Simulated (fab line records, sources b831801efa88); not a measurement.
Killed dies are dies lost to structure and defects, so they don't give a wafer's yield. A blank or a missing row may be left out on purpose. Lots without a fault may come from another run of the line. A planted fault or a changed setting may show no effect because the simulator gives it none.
Which tool did it? | flow gf180mcu | 14 lots, 40 wafers sampled, at 2 steps of a route of 602

WHAT THE GAUGES READ, wafer by wafer
GF_V4_BOW_MEAS_05.
lot  | measured     | on            | V4_BOW (um)
L434 | day 23 07:26 | film_metro-03 | 146 150 141
L435 | day 23 11:51 | film_metro-03 | 140 140 140
L436 | day 24 03:46 | film_metro-04 | 130 142 142
L437 | day 24 15:53 | film_metro-01 | 137 135 131
L438 | day 24 21:34 | film_metro-01 | 142 133 141
L439 | day 25 05:19 | film_metro-01 | 120 148 135
L440 | day 25 15:46 | film_metro-03 | 127 139 140
L441 | day 25 23:37 | film_metro-01 | 154 145 152
L448 | day 28 09:55 | film_metro-03 | 122 144
L450 | day 28 18:14 | film_metro-03 | 114 129
L453 | day 29 12:59 | film_metro-04 | 140 126 141
L454 | day 29 20:14 | film_metro-03 | 136 133 144
L456 | day 30 10:38 | film_metro-03 | 129 136 137
L457 | day 30 15:10 | film_metro-01 | 136 132 152

WHICH TOOL RAN EACH LOT (tool, then ch and the chambers of the sampled wafers, then the start)
lot  | GF_M4_SPUTTER_00
L434 | pvd_sputter-03, day 22 06:22
L435 | pvd_sputter-03, day 22 11:23
L436 | pvd_sputter-01, day 23 03:30
L437 | pvd_sputter-02, day 23 15:35
L438 | pvd_sputter-02, day 23 21:17
L439 | pvd_sputter-02, day 24 05:52
L440 | pvd_sputter-03, day 24 16:32
L441 | pvd_sputter-02, day 25 01:15
L448 | pvd_sputter-01, day 27 12:26
L450 | pvd_sputter-02, day 27 21:08
L453 | pvd_sputter-02, day 28 16:59
L454 | pvd_sputter-01, day 28 23:43
L456 | pvd_sputter-02, day 29 15:04
L457 | pvd_sputter-01, day 29 19:52
- GF_M4_SPUTTER_00: material Ti, target thk 37.5 nm, time 150 s.

WHAT THE TOOLS THEMSELVES READ (means of the sampled wafers that have a number; where no wafer has one, the mark that the record gives instead)
GF_M4_SPUTTER_00.
lot  | tool           | cathode_dc_power_W (W) | throttle_valve_pct (%)
L434 | pvd_sputter-03 | 4000.0                 | 29.3
L435 | pvd_sputter-03 | 4000.0                 | 29.3
L436 | pvd_sputter-01 | 4000.4                 | 29.7
L437 | pvd_sputter-02 | 4000.1                 | 30.1
L438 | pvd_sputter-02 | 4000.5                 | 29.7
L439 | pvd_sputter-02 | 3999.5                 | 29.1
L440 | pvd_sputter-03 | 4000.1                 | 29.2
L441 | pvd_sputter-02 | 3999.3                 | 29.6
L448 | pvd_sputter-01 | 4000.2                 | 28.0
L450 | pvd_sputter-02 | 4000.1                 | 29.9
L453 | pvd_sputter-02 | 3999.7                 | 29.4
L454 | pvd_sputter-01 | 3999.9                 | 28.5
L456 | pvd_sputter-02 | 3999.6                 | 29.8
L457 | pvd_sputter-01 | 3999.8                 | 29.3

THE ANSWER, worked out from the rows above alone
Rule: what is usual is taken from the lots themselves. Put in order of their means at a reading, lots are off if they are a third of the lots or fewer, leave a main group of 4 or more, and stand apart from it by a gap of 3 or more times the standard deviation of the main group's means; of several such gaps the widest counts. A main group whose means are all the same, to the digits that the tables above print for the reading, isn't used. A lot without any number at a reading at which 4 lots or more have one is off too. The other lots that the step has rows for count as sound. The gauges are gone through in route order, then the tools' own readings, and for those a lot's mean is taken as printed above. The first step at which some lot is off is used, and at that step the reading that is off furthest; a lot without a number counts as furthest.
No lot is off at any reading shown: from this, nothing can be told.

WHAT THE SIMULATOR HAD PUT IN
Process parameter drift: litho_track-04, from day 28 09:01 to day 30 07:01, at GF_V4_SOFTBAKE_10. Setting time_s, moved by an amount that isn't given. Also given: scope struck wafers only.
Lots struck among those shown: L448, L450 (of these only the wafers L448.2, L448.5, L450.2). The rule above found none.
